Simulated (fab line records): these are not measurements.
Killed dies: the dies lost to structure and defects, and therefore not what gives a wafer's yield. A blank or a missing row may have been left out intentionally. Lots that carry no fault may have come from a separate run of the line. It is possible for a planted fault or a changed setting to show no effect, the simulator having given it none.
Which tool is to blame? | flow gf180mcu | Sampling: 14 lots, 42 wafers, 3 of 602 route steps

## WHAT THE GAUGES SHOWED, per wafer
GF_HV_LDD_TW_MEAS_11. Usual: HV_LDD_TW typically reads 2395, with standard deviation 22.
lot  | measured     | on            | HV_LDD_TW      | flag
L664 | day 10 05:57 | film metro-04 | 2406 2403 2410 |
L667 | day 11 04:33 | film metro-02 | 2381 2370 2364 |
L668 | day 11 14:10 | film metro-04 | 2391 2393 2397 |
L669 | day 11 20:08 | film metro-01 | 2415 2423 2425 |
L671 | day 12 05:08 | film metro-02 | 2382 2390 2389 |
L670 | day 12 06:28 | film metro-02 | 2370 2371 2377 |
L672 | day 12 15:54 | film metro-02 | 2384 2392 2394 |
L675 | day 13 13:30 | film metro-04 | 2387 2402 2394 |
L677 | day 14 00:51 | film metro-02 | 2356 2369 2373 |
L678 | day 14 04:46 | film metro-01 | 2425 2417 2433 |
L679 | day 14 17:09 | film metro-02 | 2371 2369 2363 |
L684 | day 16 04:18 | film metro-02 | 2377 2387 2367 |
L685 | day 16 07:34 | film metro-04 | 30 30 30       | OFF
L686 | day 16 18:22 | film metro-04 | 30 30 30       | OFF

GF_HV_LDD_RS_MEAS_53: measures by four-point-probe. Usual: HV_LDD_RS typically reads 418.5 ohm/sq, with standard deviation 1.
lot  | measured     | on            | HV_LDD_RS (ohm/sq) | flag
L664 | day 12 14:44 | film metro-02 | 419.2 419.0 417.9  |
L667 | day 13 16:29 | film metro-02 | 419.1 419.4 419.9  |
L668 | day 14 03:38 | film metro-01 | 417.1 416.8 417.5  |
L669 | day 14 09:32 | film metro-02 | 419.7 419.6 419.8  |
L671 | day 14 18:32 | film metro-02 | 417.2 416.7 416.9  |
L670 | day 14 21:25 | film metro-04 | 418.5 419.0 418.6  |
L672 | day 15 06:27 | film metro-02 | 417.7 417.5 417.9  |
L675 | day 16 06:51 | film metro-04 | 419.3 419.2 419.6  |
L677 | day 16 19:02 | film metro-02 | 419.9 419.4 420.2  |
L678 | day 16 23:19 | film metro-04 | 417.4 418.7 418.2  |
L679 | day 17 12:02 | film metro-04 | 417.1 416.7 417.2  |
L684 | day 19 06:44 | film metro-02 | 418.8 418.9 418.8  |
L685 | day 19 07:54 | film metro-01 | 883.0 881.6 882.0  | OFF
L686 | day 19 17:35 | film metro-02 | 881.1 882.8 884.7  | OFF

## WHICH TOOL RAN EACH LOT (tool, then ch and the chambers of the sampled wafers, then the start)
lot  | GF_HV_LDD_IMPLANT_09
L664 | implanter-02 ch 0, day 10 05:42
L667 | implanter-01 ch 0, day 11 04:18
L668 | implanter-01 ch 0, day 11 13:56
L669 | implanter-01 ch 0, day 11 19:53
L671 | implanter-01 ch 0, day 12 04:53
L670 | implanter-02 ch 0, day 12 06:14
L672 | implanter-02 ch 0, day 12 15:40
L675 | implanter-04 ch 0, day 13 13:16
L677 | implanter-01 ch 0, day 14 00:36
L678 | implanter-04 ch 0, day 14 04:32
L679 | implanter-01 ch 0, day 14 16:54
L684 | implanter-04 ch 0, day 16 04:03
L685 | implanter-04, day 16 07:20
L686 | implanter-02, day 16 18:09
- GF_HV_LDD_IMPLANT_09

## AS READ BY THE TOOLS THEMSELVES (means over the sampled wafers that have a number; for cases with no such wafer, the mark the record gives instead)
GF_HV_LDD_IMPLANT_09. Usual: beam energy keV 39.999, standard deviation 0.012; beam on s 9.98 s, standard deviation 0.18; dose ions cm2 1.0002e+14, standard deviation 1.2e+11.
lot  | tool         | beam energy keV | beam on s (s) | dose ions cm2 | flag
L664 | implanter-02 | 40.003          | 10.13         | 9.9937e+13    |
L667 | implanter-01 | 39.998          | 9.95          | 1.0007e+14    |
L668 | implanter-01 | 39.999          | 10.02         | 9.9973e+13    |
L669 | implanter-01 | 39.997          | 10.22         | 9.9870e+13    |
L671 | implanter-01 | 40.010          | 9.90          | 9.9997e+13    |
L670 | implanter-02 | 40.000          | 10.00         | 1.0016e+14    |
L672 | implanter-02 | 40.000          | 9.87          | 1.0009e+14    |
L675 | implanter-04 | 40.005          | 10.05         | 1.0003e+14    |
L677 | implanter-01 | 40.017          | 10.04         | 9.9910e+13    |
L678 | implanter-04 | 40.000          | 9.97          | 1.0001e+14    |
L679 | implanter-01 | 39.997          | 9.95          | 1.0008e+14    |
L684 | implanter-04 | 39.996          | 10.05         | 1.0010e+14    |
L685 | implanter-04 | -               | -             | -             | OFF
L686 | implanter-02 | -               | -             | -             | OFF

## THE ANSWER, worked out from the rows above alone
Rule: lot off if the mean of its wafers having a number is beyond 3 standard deviations from the usual mean. Also off: a lot with no number at a reading for which 4 or more lots have one. The other lots that the step has rows for count as sound. Order of review: gauges by route order, followed by the tools' own readings, for which a lot's mean as printed above is used. The first step at which some lot is off is used, and at that step the reading that is off furthest; a lot without a number counts as furthest.
Off: L685, L686, seen at GF_HV_LDD_TW_MEAS_11 (HV_LDD_TW).
A tool fits if, at a process step before that reading, it ran every lot that is off, and no sound lot after the first of them. The gauges at GF_HV_LDD_TW_MEAS_11 aren't tried: what is off there is off at GF_HV_LDD_RS_MEAS_53 too, on other tools, and a gauge's error can't cause that. Of those tried, none fits.

## WHAT WAS PUT IN BY THE SIMULATOR
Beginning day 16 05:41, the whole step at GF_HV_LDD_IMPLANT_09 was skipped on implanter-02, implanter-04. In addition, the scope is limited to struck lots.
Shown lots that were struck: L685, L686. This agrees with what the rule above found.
